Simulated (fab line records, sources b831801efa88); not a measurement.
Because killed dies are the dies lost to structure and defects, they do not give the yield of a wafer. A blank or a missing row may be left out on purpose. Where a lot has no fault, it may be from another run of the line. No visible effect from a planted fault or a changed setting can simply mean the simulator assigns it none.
One fault through the eyes of 2 desks -- flow sfq_line -- each desk holds nothing but its own numbers, with what lay behind them at the end

THE TOOL OWNER'S DESK: pvd_sputter-05
The tool's own readings at SFQ_TRILAYER_M3_DEP_SPUTTER_073 (material Nb, target thk 200 nm, time 133.3 s): means of the sampled wafers that have a number, for each lot that ran on this tool. Marked OUT: a lot whose mean sits more than 4 standard deviations from the usual mean, which makes it out of limits; the brackets give that distance.
Columns: A = throttle_valve_pct at SFQ_TRILAYER_M3_DEP_SPUTTER_073, usual 30.0 %
lot,first seen here,A
L541,day 44 07:04,29.8
L542,day 45 09:52,29.2
L543,day 45 15:53,29.2
L544,day 45 21:52,29.8
L545,day 46 05:05,30.6
L555,day 51 01:12,29.5
L557,day 51 11:49,30.1
L559,day 52 05:49,29.0
Finding of this desk: none of the 8 lots has anything out of limits.

THE METROLOGY DESK
Lot by lot, what the gauges showed, no matter which tool ran the lot: averages of those sampled wafers that carry a number. Marked OUT: a lot whose mean sits more than 4 standard deviations from the usual mean, which makes it out of limits; the brackets give that distance.
Columns: A = M3_NB_RS at SFQ_M3_RS_MEAS_919, usual 0.889 ohm/sq
lot,first seen here,A
L541,day 44 07:09,0.882
L542,day 45 09:57,0.889
L543,day 45 15:59,0.977 (+8.8) OUT
L544,day 45 21:58,0.966 (+7.7) OUT
L545,day 46 05:11,0.977 (+8.8) OUT
L553,day 50 13:07,0.892
L554,day 50 17:55,0.874
L555,day 51 01:18,0.898
L556,day 51 04:44,0.870
L557,day 51 11:55,0.885
L558,day 51 13:19,0.904
L559,day 52 05:57,0.896
L560,day 52 08:21,0.876
L562,day 52 21:40,0.896
L564,day 54 03:38,0.878
This desk's result: L543, L544, L545 out of limits, first on L543 (M3_NB_RS at SFQ_M3_RS_MEAS_919), day 45 15:59. L541, L542, L553, L554, L555, L556, L557, L558, L559, L560, L562, L564: within limits.

PUT TOGETHER
L543, L544, L545 would have let the metrology desk raise an alarm at day 45 15:59.
Nothing out of limits was seen by the tool owner's desk.
Tool owner's desk: L543, L544, L545 on record, inside its limits.
Every lot named ran SFQ_TRILAYER_M3_DEP_SPUTTER_073 on pvd_sputter-05.

WHAT THE SIMULATOR PUT IN
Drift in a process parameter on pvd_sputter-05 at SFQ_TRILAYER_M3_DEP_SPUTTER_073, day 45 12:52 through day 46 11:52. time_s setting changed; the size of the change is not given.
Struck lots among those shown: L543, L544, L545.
Hours from the fault's start to each desk's first reading out of limits: the metrology desk, 3.
